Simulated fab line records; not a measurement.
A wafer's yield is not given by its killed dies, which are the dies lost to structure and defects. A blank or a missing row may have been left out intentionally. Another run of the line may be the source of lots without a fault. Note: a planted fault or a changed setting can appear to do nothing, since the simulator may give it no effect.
The tool behind it: which one? | flow gf180mcu | 6 lots with 18 wafers sampled at 2 steps, on a route of 602 steps

WHAT THE GAUGES SHOWED, per wafer
GF_VT_IMPLANT_OVL_MEAS_29.
lot  | measured     | on         | VT_IMPLANT_02_OVL (nm)
L824 | day 7 01:40  | overlay-01 | 1.0 0.1 1.1
L826 | day 7 14:55  | overlay-02 | -2.9 -4.0 -1.8
L830 | day 8 20:28  | overlay-02 | 0.5 1.2 -0.2
L832 | day 9 08:53  | overlay-02 | -4.4 -1.7 -3.8
L835 | day 10 08:44 | overlay-01 | 0.0 -0.5 1.1
L838 | day 11 03:13 | overlay-01 | - - -

EACH LOT AND THE TOOL THAT RAN IT (in order: tool; ch and the chambers of the sampled wafers; start)
lot  | GF_VT_IMPLANT_EXPOSE_26
L824 | iline-stepper-01 ch 0, day 6 18:02
L826 | iline-stepper-02 ch 0, day 7 06:46
L830 | iline-stepper-01 ch 0, day 8 12:04
L832 | iline-stepper-02 ch 0, day 9 00:10
L835 | iline-stepper-02 ch 0, day 10 00:06
L838 | iline-stepper-01 ch 0, day 10 18:32
- GF_VT_IMPLANT_EXPOSE_26: exposes mask LVPWELL HV AREA, target cd 860 nm.

THE ANSWER, worked out from the rows above alone
Rule: what is usual is taken from the lots themselves. Put in order of their means at a reading, lots are off if they are a third of the lots or fewer, leave a main group of 4 or more, and stand apart from it by a gap of 3 or more times the standard deviation of the main group's means; of several such gaps the widest counts. The tables above print the reading to a certain number of digits; a main group whose means all agree to those digits is not used. A lot without any number at a reading at which 4 lots or more have one is off too. All remaining lots with rows at the step are treated as sound.
Off: at GF_VT_IMPLANT_OVL_MEAS_29 (VT_IMPLANT_02_OVL), L838. Without a number there: L838. Main group: mean -1.0 nm, sd 1.8.
If a tool, at a process step before that reading, ran all the lots that are off and no sound lot after the first of them, it fits. Those tools and the gauges at GF_VT_IMPLANT_OVL_MEAS_29 are tried in the same way. This does not decide it: 2 tools fit, namely iline-stepper-01 at GF_VT_IMPLANT_EXPOSE_26 and overlay-01 at GF_VT_IMPLANT_OVL_MEAS_29.

WHAT THE SIMULATOR PUT IN
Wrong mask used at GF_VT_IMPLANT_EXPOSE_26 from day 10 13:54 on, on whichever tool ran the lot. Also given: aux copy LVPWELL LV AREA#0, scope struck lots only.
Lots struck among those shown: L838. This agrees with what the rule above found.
